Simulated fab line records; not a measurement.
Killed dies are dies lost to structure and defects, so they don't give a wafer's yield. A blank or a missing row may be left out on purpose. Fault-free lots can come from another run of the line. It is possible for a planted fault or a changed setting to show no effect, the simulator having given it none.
The same fault as seen by 2 desks ; flow sky130 ; every desk sees just its own numbers, and what lay behind them comes last

== DESK OF THE TOOL OWNER: cvd-w-01 ==
The tool's own readings at SKY_LI_CONTACT_CVD_21 (deposits W, target thk 400 nm, time 120.56 s): means of the sampled wafers that have a number, for each lot that ran on this tool. The brackets show how far a lot's mean lies from the usual mean; more than 4 standard deviations puts the lot out of limits, marked OUT.
Columns: A = chamber-pressure-Torr at SKY_LI_CONTACT_CVD_21, usual 39.99 Torr; B = heater-power-w at SKY_LI_CONTACT_CVD_21, usual 862 W
lot;first seen here;A;B
L325;day 30 01:08;39.92;820
L327;day 30 05:22;40.01;816
L329;day 31 12:35;39.96;791
L330;day 31 14:10;39.90;817
L338;day 34 15:40;39.93;796
L339;day 34 19:00;39.96;787
L340;day 34 19:35;39.97;799
L343;day 36 04:55;40.01;824
L345;day 36 14:58;40.00;846
This desk's verdict: no lot among the 9 shows anything out of limits.

== THE METROLOGY DESK ==
Lot by lot, what the gauges showed, no matter which tool ran the lot: averages of those sampled wafers that carry a number. The brackets show how far a lot's mean lies from the usual mean; more than 4 standard deviations puts the lot out of limits, marked OUT.
Columns: A = LI_CONTACT_W_RS at SKY_LI_CONTACT_RS_MEAS_22, usual 0.2862 ohm/sq; B = LI_CONTACT_W_THK at SKY_LI_CONTACT_THK_MEAS_23, usual 410 nm; C = CONTACT_HDPCVD_THK at SKY_CONTACT_THK_MEAS_03, usual 561 nm
lot;first seen here;A;B;C
L325;day 30 01:16;0.2845;416;564
L327;day 30 05:32;0.2496 (-12) OUT;476 (+9.3) OUT;554
L329;day 31 12:43;0.2470 (-13) OUT;480 (+9.9) OUT;562
L330;day 31 14:17;0.2523 (-11) OUT;482 (+10) OUT;560
L338;day 34 15:47;0.2877;402;571
L339;day 34 19:07;0.2876;407;560
L340;day 34 19:43;0.2817;411;558
L343;day 36 05:02;0.2899;401;563
L345;day 36 15:06;0.2891;401;562
This desk reports L327, L329, L330 out of limits; the earliest was L327 at day 30 05:32 (LI_CONTACT_W_RS at SKY_LI_CONTACT_RS_MEAS_22). In limits: L325, L338, L339, L340, L343, L345.

== ALL TOGETHER ==
The metrology desk could have raised an alarm at day 30 05:32, on L327, L329, L330.
The desk of the tool owner found nothing out of limits.
The tool owner's desk has L327, L329, L330 on record, within its limits.
SKY_LI_CONTACT_CVD_21 was run on cvd-w-01 by each of the lots named.

== WHAT THE SIMULATOR HAD PUT IN ==
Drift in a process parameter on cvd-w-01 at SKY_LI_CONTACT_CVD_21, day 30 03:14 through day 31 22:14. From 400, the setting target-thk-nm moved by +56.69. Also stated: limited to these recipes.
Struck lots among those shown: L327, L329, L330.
Per desk, hours elapsed from the start of the fault to the first reading out of limits: for the metrology desk, 2.
